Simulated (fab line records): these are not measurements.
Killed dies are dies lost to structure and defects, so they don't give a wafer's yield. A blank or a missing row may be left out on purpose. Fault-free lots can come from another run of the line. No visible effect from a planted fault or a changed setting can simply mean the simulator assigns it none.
Which tool is to blame?    flow sky130    11 lots, 33 wafers sampled, at 3 steps of a route of 708

WHAT EACH GAUGE READ, for each wafer
SKY_CAPM_THK_MEAS_01.
lot   measured      on             CAPM_CVD_00_THK (nm)
L876  day 36 06:46  film-metro-03  15.52 15.23 15.61
L877  day 36 09:29  film-metro-03  15.42 15.75 15.60
L878  day 37 02:02  film-metro-02  15.23 15.47 15.69
L881  day 38 05:40  film-metro-03  15.48 15.74 15.33
L888  day 40 03:09  film-metro-03  15.57 15.72 15.77
L889  day 40 18:26  film-metro-03  15.58 11.05 11.29
L891  day 41 02:43  film-metro-04  15.87 11.41 11.40
L893  day 42 10:04  film-metro-04  14.95 15.23 15.56
L895  day 42 10:22  film-metro-02  15.58 15.63 15.90
L897  day 42 20:10  film-metro-04  15.45 15.36 15.32
L899  day 43 03:09  film-metro-04  15.34 15.26 15.52

TOOL THAT RAN EACH LOT (tool first, then ch and the chambers of the sampled wafers, then the start)
lot   SKY_METAL2_ETCH_18                 SKY_CAPM_CVD_00
L876  rie-metal-02 ch 0,1, day 35 01:13  pecvd-03 ch 0,1,2, day 36 06:45
L877  rie-metal-02 ch 0,1, day 35 04:22  pecvd-04 ch 1,2, day 36 09:28
L878  rie-metal-03 ch 0,1, day 35 21:28  pecvd-04 ch 1,2, day 37 02:01
L881  rie-metal-03 ch 1, day 37 00:50    pecvd-04 ch 0,1, day 38 05:38
L888  rie-metal-02 ch 0,1, day 38 23:27  pecvd-04 ch 1,2, day 40 03:08
L889  rie-metal-02 ch 0,1, day 39 14:37  pecvd-04 ch 0,1, day 40 18:24
L891  rie-metal-03 ch 0,1, day 39 22:53  pecvd-04 ch 0,1, day 41 02:40
L893  rie-metal-01 ch 0,1, day 41 07:05  pecvd-01 ch 0,1, day 42 10:02
L895  rie-metal-03 ch 0, day 41 07:09    pecvd-03 ch 0,1,2, day 42 10:20
L897  rie-metal-02 ch 0,1, day 41 18:28  pecvd-03 ch 0,1,2, day 42 20:08
L899  rie-metal-01 ch 0, day 42 01:00    pecvd-01 ch 0,1,2, day 43 03:08
- SKY_METAL2_ETCH_18: etches BARC in N2/H2, stops on SiO2, time 45.9 s, target depth 60 nm.
- SKY_CAPM_CVD_00: deposits SiO2, target thk 15.5 nm.

THE ANSWER, worked out from the rows above alone
Rule: the usual values come from the lots themselves. Put in order of their means at a reading, lots are off if they are a third of the lots or fewer, leave a main group of 4 or more, and stand apart from it by a gap of 3 or more times the standard deviation of the main group's means; of several such gaps the widest counts. A main group is skipped when, at the precision printed for the reading in the tables above, its means are all equal. A lot without any number at a reading at which 4 lots or more have one is off too. Where the step has rows for the other lots, those lots are counted as sound.
Off: L889, L891, at SKY_CAPM_THK_MEAS_01 (CAPM_CVD_00_THK). The main group: mean 15.49 nm, standard deviation 0.14.
A tool fits if, at a process step before that reading, it ran every lot that is off, and no sound lot after the first of them. Gauges at SKY_CAPM_THK_MEAS_01: tried the same way as those tools. One fits: pecvd-04 at SKY_CAPM_CVD_00. Its last sound lot is L888 (day 40 03:08), its first lot that is off L889 (day 40 18:24): a fault that began between those two fits.

WHAT WAS PUT IN BY THE SIMULATOR
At SKY_CAPM_CVD_00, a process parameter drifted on pecvd-04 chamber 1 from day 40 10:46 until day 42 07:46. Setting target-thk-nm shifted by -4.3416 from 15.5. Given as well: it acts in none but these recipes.
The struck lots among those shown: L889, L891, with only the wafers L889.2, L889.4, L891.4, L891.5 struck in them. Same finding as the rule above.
